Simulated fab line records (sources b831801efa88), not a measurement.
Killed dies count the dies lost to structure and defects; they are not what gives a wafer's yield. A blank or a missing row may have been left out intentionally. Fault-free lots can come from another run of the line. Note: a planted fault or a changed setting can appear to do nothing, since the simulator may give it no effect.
Which tool did it? | flow sky130 | 33 wafers from 11 lots sampled at 3 of the route's 708 steps

## WHAT THE GAUGES READ, wafer by wafer
SKY_NWELL_TW_MEAS_26.
lot  | measured     | on           | NWELL_2_TW
L181 | day 6 03:34  | filmMetro-03 | 498.6 497.6 497.3
L182 | day 6 09:55  | filmMetro-03 | 492.0 495.4 495.6
L183 | day 6 14:38  | filmMetro-01 | 495.8 497.7 498.9
L185 | day 7 02:55  | filmMetro-03 | 494.6 493.7 497.0
L188 | day 7 20:43  | filmMetro-03 | 545.4 545.1 544.7
L192 | day 8 19:14  | filmMetro-01 | 550.6 552.1 547.4
L194 | day 9 06:32  | filmMetro-02 | 491.6 496.9 494.6
L195 | day 9 14:32  | filmMetro-03 | 491.5 495.1 495.8
L196 | day 9 21:41  | filmMetro-01 | 494.2 495.4 494.6
L197 | day 10 05:49 | filmMetro-03 | 496.4 497.2 495.2
L198 | day 10 09:34 | filmMetro-03 | 495.1 494.6 495.0

## WHAT TOOL EACH LOT RAN ON (gives the tool, then ch and the chambers of the sampled wafers, and finally the start)
lot  | SKY_PWDE_COAT_02                | SKY_PWDE_STRIP_09
L181 | lithoTrack-01 ch 0, day 4 06:14 | plasmaAsher-01 ch 0,1, day 4 15:57
L182 | lithoTrack-02 ch 0, day 4 11:59 | plasmaAsher-02 ch 0,1, day 4 20:52
L183 | lithoTrack-02 ch 0, day 4 16:25 | plasmaAsher-01 ch 1, day 5 01:13
L185 | lithoTrack-01 ch 0, day 5 03:25 | plasmaAsher-02 ch 0,1, day 5 12:16
L188 | lithoTrack-01 ch 0, day 5 20:11 | plasmaAsher-01 ch 0,1, day 6 05:43
L192 | lithoTrack-01 ch 0, day 6 16:13 | plasmaAsher-01 ch 0,1, day 7 02:30
L194 | lithoTrack-02 ch 0, day 7 02:43 | plasmaAsher-01 ch 0,1, day 7 12:49
L195 | lithoTrack-04 ch 0, day 7 09:20 | plasmaAsher-01 ch 0,1, day 7 19:54
L196 | lithoTrack-04 ch 0, day 7 15:48 | plasmaAsher-03 ch 0,1, day 8 02:34
L197 | lithoTrack-04 ch 0, day 7 22:45 | plasmaAsher-01 ch 0,1, day 8 09:15
L198 | lithoTrack-04 ch 0, day 8 02:41 | plasmaAsher-01 ch 0,1, day 8 13:19
- SKY_PWDE_COAT_02: resist thk 3000 nm.
- SKY_PWDE_STRIP_09: strips in O2/N2.

## THE ANSWER, worked out from the rows above alone
Rule: what is usual is taken from the lots themselves. Put in order of their means at a reading, lots are off if they are a third of the lots or fewer, leave a main group of 4 or more, and stand apart from it by a gap of 3 or more times the standard deviation of the main group's means; of several such gaps the widest counts. A main group whose means are all the same, to the digits that the tables above print for the reading, isn't used. Also off: a lot with no number at a reading for which 4 or more lots have one. Any other lot the step has rows for is counted as sound.
Off: L188, L192, at SKY_NWELL_TW_MEAS_26 (NWELL_2_TW). The main group: mean 495.5, standard deviation 1.3.
If a tool, at a process step before that reading, ran all the lots that are off and no sound lot after the first of them, it fits. The gauges at SKY_NWELL_TW_MEAS_26 are tried like those tools. One fits: lithoTrack-01 at SKY_PWDE_COAT_02. Its last sound lot is L185 (day 5 03:25), its first lot that is off L188 (day 5 20:11): a fault that began between those two fits.

## WHAT WAS PUT IN BY THE SIMULATOR
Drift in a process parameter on lithoTrack-01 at SKY_PWDE_COAT_02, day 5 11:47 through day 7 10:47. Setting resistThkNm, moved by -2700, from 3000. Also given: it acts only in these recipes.
Shown lots that were struck: L188, L192. The rule above found the same.
